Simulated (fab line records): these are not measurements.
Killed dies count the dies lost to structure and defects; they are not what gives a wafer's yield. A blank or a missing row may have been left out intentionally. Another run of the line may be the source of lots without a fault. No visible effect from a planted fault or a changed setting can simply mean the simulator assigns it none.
A struck lot beside a sound one :: flow sky130 :: 14 out of 708 route steps
Sound: wafers L465.1, L465.4, L465.6. The struck wafers were L463.2, L463.4, L463.5. The cause is named last.
At each step with rows: each side's tool, then ch and its chambers, then its first start. Under that, the readings that differ: sound wafers :: struck wafers :: difference of the means :: sigmas: that difference in standard deviations of wafers without a fault.
alike: readings whose means differ by less than 2 such deviations, and words and numbers that are the same on both sides. not compared: withheld readings, readings that some wafer has no value for, bounds like >300 that may hide the same value, and numbers for which the record gives no deviation and whose values overlap.
The two part at a step that has a row with sigmas, a row that says differs or no value, or rows on one side only. Non-overlapping numbers with no deviation appear without sigmas and do not part them. A reading missing from all wafers of one side parts the sides only when that side holds two or more wafers.

first, 4 steps without rows for these wafers: SKY_VT_ADJUST_LVTN_SOFTBAKE_03; SKY_VT_ADJUST_LVTN_EXPOSE_04 (exposes mask NWM COMPLEMENT LESS NATIVE, target cd 840 nm); SKY_VT_ADJUST_LVTN_PEB_05; SKY_VT_ADJUST_LVTN_DEVELOP_06 (develop time 60 s).
SKY_VT_ADJUST_LVTN_OVL_MEAS_07:
  sound on overlay-01, day 12 05:10; struck on overlay-02, day 11 11:04
  alike: VT_ADJUST_LVTN_OVL
next, for these wafers, 1 step has no rows: SKY_VT_ADJUST_LVTN_IMPLANT_08.
SKY_VT_ADJUST_LVTN_STRIP_09: strips in O2/N2.
  sound on plasma_asher-02 ch 0, day 12 05:22; struck on plasma_asher-02 ch 0,1, day 11 11:14
  alike: drypump_motor_current_A, o2_flow_sccm, oes_product_au, strip_time_to_endpoint_s
  not compared: rf_hours_counter_h
SKY_VT_ADJUST_LVTN_TW_MEAS_10:
  sound on film_metro-02, day 12 05:28; struck on film_metro-02, day 11 11:21
  alike: VT_ADJUST_LVTN_TW
then, 4 steps without rows for these wafers: SKY_VT_ADJUST_LVTN_DEHYDRATE_11 (time 60 s); SKY_VT_ADJUST_LVTN_HMDS_12 (prime time 60 s); SKY_VT_ADJUST_LVTN_COAT_13 (resist thk 1140 nm); SKY_VT_ADJUST_LVTN_SOFTBAKE_14 (time 60 s).
SKY_VT_ADJUST_LVTN_EXPOSE_15: exposes mask HVN STD DERIVED, target cd 600 nm.
  sound on iline_stepper-01 ch 0, day 12 18:02; struck on iline_stepper-01, day 12 00:35
  no value came back on the struck wafers for exposure_dose_mJ_cm2, focus_offset_nm (nm); on the sound wafers exposure_dose_mJ_cm2 reads 162.95 162.84 162.88
reading: model.VT_ADJUST_LVTN.overlay_x_nm (nm)
sound: -0.1966 -0.1966 -0.1966
struck: -1.64 -1.64 -1.64
difference: -1.44
sigmas: 
  alike: mask
next, for these wafers, 1 step has no rows: SKY_VT_ADJUST_LVTN_PEB_16.

== WHERE THEY PART ==
At SKY_VT_ADJUST_LVTN_EXPOSE_15 and nowhere else, as far as this record goes.

WHY: what the simulator had put in
Skipped step whole: iline_stepper-01, from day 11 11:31 on, at SKY_VT_ADJUST_LVTN_EXPOSE_15. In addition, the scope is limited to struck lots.
